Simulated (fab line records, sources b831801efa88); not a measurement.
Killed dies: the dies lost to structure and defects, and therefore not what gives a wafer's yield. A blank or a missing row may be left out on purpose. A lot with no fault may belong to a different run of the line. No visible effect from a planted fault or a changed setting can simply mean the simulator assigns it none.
Split-lot study / flow sfq-line / 5 lots, 23 wafers read, on a route of 325 steps

THE SPLIT
At SFQ_TRILAYER_I2_VIA_LITHO_COAT_072 (resist thk 62 nm), the setting resist-thk-nm was moved away from the recipe's 62 nm on 9 of the 23 wafers read, by +3.3% to +5.7%. All remaining wafers had this setting at the recipe value.

The reading comes from the split's own step.

THE READING
BARC_of_TRILAYER_I2_VIA_LITHO_COAT_072.thk-nm (the simulator's own value, which no gauge read), in nm, at SFQ_TRILAYER_I2_VIA_LITHO_COAT_072 (resist thk 62 nm). The file gives no usual value for it. Across the 14 wafers here that went through the recipe, the average is 62.14 nm and the standard deviation 0.08 nm.

wafer=L077.1; tool, chamber at the split=litho-track-03, 0; resist-thk-nm as run, nm=62; against the recipe=recipe; BARC_of_TRILAYER_I2_VIA_LITHO_COAT_072.thk-nm, nm=62.22; against lot-mates on the recipe=-
wafer=L077.2; tool, chamber at the split=litho-track-03, 0; resist-thk-nm as run, nm=62; against the recipe=recipe; BARC_of_TRILAYER_I2_VIA_LITHO_COAT_072.thk-nm, nm=62.21; against lot-mates on the recipe=-
wafer=L077.3; tool, chamber at the split=litho-track-03, 0; resist-thk-nm as run, nm=62; against the recipe=recipe; BARC_of_TRILAYER_I2_VIA_LITHO_COAT_072.thk-nm, nm=62.24; against lot-mates on the recipe=-
wafer=L077.4; tool, chamber at the split=litho-track-03, 0; resist-thk-nm as run, nm=62; against the recipe=recipe; BARC_of_TRILAYER_I2_VIA_LITHO_COAT_072.thk-nm, nm=62.15; against lot-mates on the recipe=-
wafer=L077.5; tool, chamber at the split=litho-track-03, 0; resist-thk-nm as run, nm=62; against the recipe=recipe; BARC_of_TRILAYER_I2_VIA_LITHO_COAT_072.thk-nm, nm=62.2; against lot-mates on the recipe=-
wafer=L079.1; tool, chamber at the split=litho-track-02, 0; resist-thk-nm as run, nm=64.72; against the recipe=+4.4%; BARC_of_TRILAYER_I2_VIA_LITHO_COAT_072.thk-nm, nm=64.74; against lot-mates on the recipe=+2.66
wafer=L079.2; tool, chamber at the split=litho-track-02, 0; resist-thk-nm as run, nm=64.72; against the recipe=+4.4%; BARC_of_TRILAYER_I2_VIA_LITHO_COAT_072.thk-nm, nm=64.86; against lot-mates on the recipe=+2.78
wafer=L079.3; tool, chamber at the split=litho-track-02, 0; resist-thk-nm as run, nm=62; against the recipe=recipe; BARC_of_TRILAYER_I2_VIA_LITHO_COAT_072.thk-nm, nm=62.17; against lot-mates on the recipe=-
wafer=L079.5; tool, chamber at the split=litho-track-02, 0; resist-thk-nm as run, nm=64.72; against the recipe=+4.4%; BARC_of_TRILAYER_I2_VIA_LITHO_COAT_072.thk-nm, nm=64.9; against lot-mates on the recipe=+2.82
wafer=L079.6; tool, chamber at the split=litho-track-02, 0; resist-thk-nm as run, nm=62; against the recipe=recipe; BARC_of_TRILAYER_I2_VIA_LITHO_COAT_072.thk-nm, nm=61.99; against lot-mates on the recipe=-
wafer=L080.1; tool, chamber at the split=litho-track-01, 0; resist-thk-nm as run, nm=62; against the recipe=recipe; BARC_of_TRILAYER_I2_VIA_LITHO_COAT_072.thk-nm, nm=62.24; against lot-mates on the recipe=-
wafer=L080.2; tool, chamber at the split=litho-track-01, 0; resist-thk-nm as run, nm=65.51; against the recipe=+5.7%; BARC_of_TRILAYER_I2_VIA_LITHO_COAT_072.thk-nm, nm=65.65; against lot-mates on the recipe=+3.42
wafer=L080.3; tool, chamber at the split=litho-track-01, 0; resist-thk-nm as run, nm=62; against the recipe=recipe; BARC_of_TRILAYER_I2_VIA_LITHO_COAT_072.thk-nm, nm=62.22; against lot-mates on the recipe=-
wafer=L080.4; tool, chamber at the split=litho-track-01, 0; resist-thk-nm as run, nm=65.51; against the recipe=+5.7%; BARC_of_TRILAYER_I2_VIA_LITHO_COAT_072.thk-nm, nm=65.39; against lot-mates on the recipe=+3.16
wafer=L080.6; tool, chamber at the split=litho-track-01, 0; resist-thk-nm as run, nm=65.51; against the recipe=+5.7%; BARC_of_TRILAYER_I2_VIA_LITHO_COAT_072.thk-nm, nm=65.64; against lot-mates on the recipe=+3.41
wafer=L081.2; tool, chamber at the split=litho-track-02, 0; resist-thk-nm as run, nm=64.06; against the recipe=+3.3%; BARC_of_TRILAYER_I2_VIA_LITHO_COAT_072.thk-nm, nm=64.13; against lot-mates on the recipe=+2.09
wafer=L081.3; tool, chamber at the split=litho-track-02, 0; resist-thk-nm as run, nm=64.06; against the recipe=+3.3%; BARC_of_TRILAYER_I2_VIA_LITHO_COAT_072.thk-nm, nm=64.03; against lot-mates on the recipe=+1.99
wafer=L081.4; tool, chamber at the split=litho-track-02, 0; resist-thk-nm as run, nm=64.06; against the recipe=+3.3%; BARC_of_TRILAYER_I2_VIA_LITHO_COAT_072.thk-nm, nm=64.07; against lot-mates on the recipe=+2.03
wafer=L081.5; tool, chamber at the split=litho-track-02, 0; resist-thk-nm as run, nm=62; against the recipe=recipe; BARC_of_TRILAYER_I2_VIA_LITHO_COAT_072.thk-nm, nm=62.03; against lot-mates on the recipe=-
wafer=L081.6; tool, chamber at the split=litho-track-02, 0; resist-thk-nm as run, nm=62; against the recipe=recipe; BARC_of_TRILAYER_I2_VIA_LITHO_COAT_072.thk-nm, nm=62.05; against lot-mates on the recipe=-
wafer=L083.2; tool, chamber at the split=litho-track-01, 0; resist-thk-nm as run, nm=62; against the recipe=recipe; BARC_of_TRILAYER_I2_VIA_LITHO_COAT_072.thk-nm, nm=62.11; against lot-mates on the recipe=-
wafer=L083.4; tool, chamber at the split=litho-track-01, 0; resist-thk-nm as run, nm=62; against the recipe=recipe; BARC_of_TRILAYER_I2_VIA_LITHO_COAT_072.thk-nm, nm=62.07; against lot-mates on the recipe=-
wafer=L083.5; tool, chamber at the split=litho-track-01, 0; resist-thk-nm as run, nm=62; against the recipe=recipe; BARC_of_TRILAYER_I2_VIA_LITHO_COAT_072.thk-nm, nm=62.13; against lot-mates on the recipe=-

THE FIT
A straight line over all 23 wafers: BARC_of_TRILAYER_I2_VIA_LITHO_COAT_072.thk-nm changes by +0.603 nm for each +1% of resist-thk-nm; r = +1.00; the points scatter about the line by 0.091 nm.
The same after taking each lot's own level away (the mean of its wafers on the recipe; 23 wafers): +0.603 nm for each +1%; r = +1.00; scatter 0.083 nm.
On that fit, the largest move of resist-thk-nm shifts the reading by 3.4 nm.
Measured against the standard deviation above, the lots' own levels, which go from 62.040 to 62.230 nm, span 2.4 times it.
Hence the lot-to-lot level has little effect on the slope; both slopes agree.
Check: for one of the wafers moved furthest among these (+5.7%), held out of the fit, the line's prediction against its lot-mates is +3.42 nm. Against them it came out at +3.42 nm.

ADDITIONAL SPLITS CARRIED BY THESE WAFERS
Other splits were also applied to these wafers ahead of the reading. Each is held against what the fit with the lots' levels taken away leaves over:
other split on the same wafers=SFQ_TRILAYER_M1_LITHO_COAT_039 resist-thk-nm; wafers away from the commonest value=9; r with BARC_of_TRILAYER_I2_VIA_LITHO_COAT_072.thk-nm (lot level and that fit taken away)=+0.44
other split on the same wafers=SFQ_TRILAYER_M1_ETCH_METAL_ETCH_042 icp-w; wafers away from the commonest value=7; r with BARC_of_TRILAYER_I2_VIA_LITHO_COAT_072.thk-nm (lot level and that fit taken away)=-0.08
other split on the same wafers=SFQ_TRILAYER_I1_CMP_CMP_046 leave-above-ref-nm; wafers away from the commonest value=7; r with BARC_of_TRILAYER_I2_VIA_LITHO_COAT_072.thk-nm (lot level and that fit taken away)=-0.22
other split on the same wafers=SFQ_TRILAYER_I1_VIA_BARC_OPEN_VIA_ETCH_071 time-s; wafers away from the commonest value=10; r with BARC_of_TRILAYER_I2_VIA_LITHO_COAT_072.thk-nm (lot level and that fit taken away)=+0.16
other split on the same wafers=SFQ_TRILAYER_M2_DEP_SPUTTER_055 time-s; wafers away from the commonest value=9; r with BARC_of_TRILAYER_I2_VIA_LITHO_COAT_072.thk-nm (lot level and that fit taken away)=+0.04
other split on the same wafers=SFQ_TRILAYER_M2_LITHO_COAT_057 spin-rpm; wafers away from the commonest value=9; r with BARC_of_TRILAYER_I2_VIA_LITHO_COAT_072.thk-nm (lot level and that fit taken away)=-0.35
other split on the same wafers=SFQ_TRILAYER_M2_BARC_OPEN_METAL_ETCH_077 bias-w; wafers away from the commonest value=9; r with BARC_of_TRILAYER_I2_VIA_LITHO_COAT_072.thk-nm (lot level and that fit taken away)=+0.41

THE FILE'S OWN FIT
BARC_of_TRILAYER_I2_VIA_LITHO_COAT_072.thk-nm changes by +0.605 nm for each +1% of resist-thk-nm, r = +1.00.
